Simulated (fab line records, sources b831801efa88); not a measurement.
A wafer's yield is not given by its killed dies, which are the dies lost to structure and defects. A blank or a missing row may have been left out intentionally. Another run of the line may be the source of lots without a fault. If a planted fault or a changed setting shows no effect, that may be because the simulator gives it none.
Comparing a struck lot with a sound one ; flow sky130 ; 36 out of 708 route steps
Sound: these wafers, L739.1, L739.2, L739.5. Struck: wafer L753.3. (L753.5 of the same lot was not struck and is left out.) The cause comes at the end.
At each step with rows: each side's tool, then ch and its chambers, then its first start. Under that, the readings that differ: sound wafers ; struck wafers ; difference of the means ; sigmas: that difference in standard deviations of wafers without a fault.
alike: words and numbers the same on both sides, and readings whose means are apart by under 2 such deviations; not compared: readings that were withheld, readings missing a value for some wafer, numbers with overlapping values and no deviation given by the record, and bounds like >300 which may hide the same value.
The two part at a step that has a row with sigmas, a row that says differs or no value, or rows on one side only. Numbers that don't overlap but have no deviation are shown without sigmas and don't part them. A reading missing from all wafers of one side parts the sides only when that side holds two or more wafers.

first, 1 step without rows for these wafers: SKY_METAL2_DEVELOP_14 (develop time 60 s).
SKY_METAL2_CD_MEAS_15: the cd target is 140 nm.
  sound: cd_sem-02 at day 37 12:08; struck: cd_sem-01 at day 41 07:50
reading;sound;struck;difference;sigmas
cd_nm (nm);143.3 144.7 145.0;138.0;-6.3;-4
SKY_METAL2_OVL_MEAS_16:
  sound: overlay-01 at day 37 12:16; struck: overlay-01 at day 41 07:56
  alike: METAL2_OVL
then, 1 step without rows for these wafers: SKY_METAL2_DESCUM_17 (chemistry O2, time 8 s).
SKY_METAL2_ETCH_18: etches BARC in N2/H2, stops on SiO2, time 45.9 s, target depth 60 nm.
  sound on rie_metal-04 ch 0,1, day 37 12:20; struck on rie_metal-04 ch 0, day 41 08:00
reading;sound;struck;difference;sigmas
oes_product_au (a.u.);0.850 0.851 0.856;0.863;+0.011;+2
  alike: bias_w, drypump_motor_current_A, throttle_valve_pct
  not compared: rf_hours_counter_h
SKY_METAL2_METAL_ETCH_19: etches the open film in Cl2/BCl3, stops on SiO2, target depth 360 nm, time 78 s.
  sound on rie_metal-04 ch 0,1, day 37 12:26; struck on rie_metal-04 ch 0, day 41 08:05
  alike: bias_w, drypump_motor_current_A, mfc_cl2_sccm, oes_product_au, throttle_valve_pct
  not compared: rf_hours_counter_h
SKY_METAL2_STRIP_20: strips in O2/N2.
  sound on plasma_asher-02 ch 0,1, day 37 12:33; struck on plasma_asher-01 ch 1, day 41 08:10
  alike: drypump_motor_current_A, o2_flow_sccm, oes_product_au, strip_time_to_endpoint_s
  not compared: rf_hours_counter_h
then, 4 steps without rows for these wafers: SKY_METAL2_STRIP_21 (strips in post etch residue remover, time 1200 s); SKY_METAL2_CLEAN_22 (cleans in IPA, time 180 s); SKY_METAL2_CLEAN_23 (cleans in O3/DIW); SKY_VIA2_HDPCVD_00 (deposits SiO2, target thk 1180 nm, time 196.7 s).
SKY_VIA2_THK_MEAS_01:
  sound: film_metro-01 at day 37 13:16; struck: film_metro-04 at day 41 09:23
reading;sound;struck;difference;sigmas
VIA2_HDPCVD_THK (nm);1189 1202 1206;1168;-31;-3
SKY_VIA2_CMP_02: polishes SiO2.
  sound on cmp-02 ch 2,3, day 37 13:19; struck on cmp-01 ch 0, day 41 09:32
reading;sound;struck;difference;sigmas
model.SiO2_of_VIA2_HDPCVD_00.thk_nm (nm);493.2 494 493.7;617.9;+124.3;
  alike: head_pressure_psi, motor_current_A
SKY_VIA2_BOW_MEAS_03:
  sound: film_metro-04 at day 37 13:37; struck: film_metro-04 at day 41 09:46
reading;sound;struck;difference;sigmas
VIA2_BOW (um);86 95 78;104;+18;+3
then, 8 steps without rows for these wafers: SKY_VIA2_DEHYDRATE_04 (time 60 s); SKY_VIA2_HMDS_05 (prime time 60 s); SKY_VIA2_COAT_06 (resist thk 60 nm); SKY_VIA2_COAT_07 (resist thk 450 nm); SKY_VIA2_SOFTBAKE_08 (time 90 s); SKY_VIA2_EXPOSE_09 (exposes mask VIM2, target cd 200 nm); SKY_VIA2_PEB_10; SKY_VIA2_DEVELOP_11 (develop time 60 s).
SKY_VIA2_CD_MEAS_12: the cd target is 200 nm.
  sound: cd_sem-01 at day 38 16:48; struck: cd_sem-01 at day 42 09:52
reading;sound;struck;difference;sigmas
cd_nm (nm);199.1 199.8 198.5;202.4;+3.3;+2
SKY_VIA2_OVL_MEAS_13:
  sound: overlay-02 at day 38 16:55; struck: overlay-01 at day 42 09:57
  alike: VIA2_OVL
then, 1 step without rows for these wafers: SKY_VIA2_ETCH_14 (etches BARC in N2/H2, stops on SiO2, time 45.9 s, target depth 60 nm).
SKY_VIA2_ETCH_15: etches SiO2 in C4F8/O2/Ar, stops on TiN, target depth 546 nm, time 84 s.
  sound on rie_diel-04 ch 2,3, day 38 17:00; struck on rie_diel-04 ch 0, day 42 10:01
reading;sound;struck;difference;sigmas
oes_product_au (a.u.);0.929 0.938 0.943;1.001;+0.064;+14
model.etch.depth_nm (nm);493.2 494 493.7;552.8;+59.2;
model.VIA2.feature_depth_nm (nm);493.2 494 493.7;552.8;+59.2;
  alike: bias_w
  not compared: rf_hours_counter_h
SKY_VIA2_STRIP_16: strips in O2/N2.
  sound on plasma_asher-02 ch 0,1, day 38 17:04; struck on plasma_asher-03 ch 0, day 42 10:07
reading;sound;struck;difference;sigmas
strip_time_to_endpoint_s (s);4.102 4.067 4.088;4.015;-0.071;-3
  alike: drypump_motor_current_A, o2_flow_sccm, oes_product_au
  not compared: rf_hours_counter_h
then, 4 steps without rows for these wafers: SKY_VIA2_STRIP_17 (strips in post etch residue remover, time 1200 s); SKY_VIA2_CLEAN_18 (cleans in IPA, time 180 s); SKY_VIA2_CLEAN_19 (cleans in O3/DIW); SKY_VIA2_SPUTTER_20 (material TiN, target thk 20 nm, time 80 s).
SKY_VIA2_CVD_21: deposits W, target thk 420 nm, time 126.4 s.
  sound on cvd_w-02 ch 0,1, day 38 17:50; struck on cvd_w-01 ch 0, day 42 10:47
  alike: heater_power_w
SKY_VIA2_CMP_24: polishes, stops on SiO2, t overpolish 20 s, target thk 0 nm.
  sound on cmp-02 ch 0,1,2, day 38 18:14; struck on cmp-02 ch 1, day 42 11:06
reading;sound;struck;difference;sigmas
model.SiO2_of_VIA2_HDPCVD_00.thk_nm (nm);488.8 489.6 489.3;613.5;+124.3;
  alike: head_pressure_psi, motor_current_A
SKY_METAL3_SPUTTER_00: material Ti, target thk 15 nm, time 10 s.
  sound wafers here have rows in the record (pvd_sputter-01, day 38 18:26); struck ones have none
SKY_METAL3_SPUTTER_01: material TiN, target thk 20 nm, time 16.7 s.
  sound wafers here have rows in the record (pvd_sputter-01, day 38 18:28); struck ones have none
-- the record jumps here: 8 days lie between the struck wafers' starts before and after (it left off in module METAL3 and takes up again in module PAD_OPEN, whose first step shown is number 708 of the route) --
SKY_PAD_OPEN_PROBE_99:
  sound: prober-02 at day 47 17:08; struck: prober-01 at day 50 11:20
reading;sound;struck;difference;sigmas
model.etest.iso_ndiff_nwell.under_floor;0 0 0;1;+1;
model.etest.sonos_programmed.under_floor;0 0 0;1;+1;
model.etest.res_li.open;0 0 0;1;+1;
model.etest.res_deep_nwell.open;0 0 0;1;+1;
model.etest.pfet_g5v0d10v5.under_floor;0 0 0;1;+1;
model.etest.diode_nwell_sub.under_floor;0 0 0;1;+1;
model.etest.res_p_drift_20v.open;0 0 0;1;+1;
model.etest.pfet_01v8.under_floor;0 0 0;1;+1;

== WHERE THEY PART ==
Last at SKY_METAL3_SPUTTER_01 as far as this record goes, first at SKY_METAL2_CD_MEAS_15.

WHY: the cause the simulator had injected
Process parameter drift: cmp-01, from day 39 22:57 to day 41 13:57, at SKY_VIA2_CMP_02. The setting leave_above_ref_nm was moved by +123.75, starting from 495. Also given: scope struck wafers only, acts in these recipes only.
